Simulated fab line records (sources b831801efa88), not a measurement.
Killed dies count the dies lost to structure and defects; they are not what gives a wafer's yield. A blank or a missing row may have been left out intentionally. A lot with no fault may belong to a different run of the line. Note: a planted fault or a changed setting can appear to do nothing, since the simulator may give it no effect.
Comparing a struck lot with a sound one || flow sky130 || 15 out of 708 route steps
Sound: the wafers L599.1, L599.2, L599.6. Struck: wafers L616.1, L616.4, L616.6. The cause is named last.
Order at every step that has rows: each side's tool, ch and its chambers, its first start. Under that, the readings that differ: sound wafers || struck wafers || difference of the means || sigmas: that difference in standard deviations of wafers without a fault.
alike: words and numbers the same on both sides, and readings whose means are apart by under 2 such deviations; not compared: readings that were withheld, readings missing a value for some wafer, numbers with overlapping values and no deviation given by the record, and bounds like >300 which may hide the same value.
Wherever a step has rows on one side only, a row that says differs or no value, or a row with sigmas, the two part there. Numbers that don't overlap but have no deviation are shown without sigmas and don't part them. A reading that every wafer of one side lacks parts them only if that side has two wafers or more.

SKY_NWELL_OVL_MEAS_10:
  struck on overlay-02, day 9 13:00; sound on overlay-01, day 5 07:07
  alike: NWELL_00_OVL
then, 3 steps without rows for these wafers: SKY_NWELL_IMPLANT_11; SKY_NWELL_IMPLANT_12; SKY_NWELL_IMPLANT_13.
SKY_NWELL_STRIP_14: strips in O2/N2.
  sound on plasma asher-03 ch 0,1, day 5 07:36; struck on plasma asher-02 ch 0,1, day 9 13:29
  alike: drypump motor current A, oes product au, strip time to endpoint s
  not compared: rf hours counter h
SKY_NWELL_TW_MEAS_15:
  struck on film metro-01, day 9 13:35; sound on film metro-02, day 5 07:42
  alike: NWELL_TW
then, 6 steps without rows for these wafers: SKY_NWELL_DEHYDRATE_16 (time 60 s); SKY_NWELL_HMDS_17 (prime time 60 s); SKY_NWELL_COAT_18 (resist thk 3000 nm); SKY_NWELL_SOFTBAKE_19; SKY_NWELL_EXPOSE_20 (exposes mask NWM COMPLEMENT, target cd 840 nm); SKY_NWELL_PEB_21.
SKY_NWELL_DEVELOP_22: develop time 60 s.
  sound on litho track-04 ch 0, day 6 00:00; struck on litho track-02 ch 0, day 10 12:00
{"reading": "developer temp C (C)", "sound": "23.22 23.13 23.14", "struck": "25.23 25.33 25.37", "difference": "+2.15", "sigmas": "+18"}
SKY_NWELL_OVL_MEAS_23:
  struck on overlay-01, day 10 12:17; sound on overlay-02, day 6 00:55
  alike: NWELL_01_OVL
SKY_PAD_OPEN_PROBE_99:
  the record holds rows for the sound wafers here (prober-01, day 46 15:19) but none for the struck ones

WHERE THEY PART
At SKY_NWELL_DEVELOP_22 first; at SKY_PAD_OPEN_PROBE_99 last (within this record only).

WHY: what the simulator had put in
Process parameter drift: litho track-02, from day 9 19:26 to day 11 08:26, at SKY_NWELL_DEVELOP_22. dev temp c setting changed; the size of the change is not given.
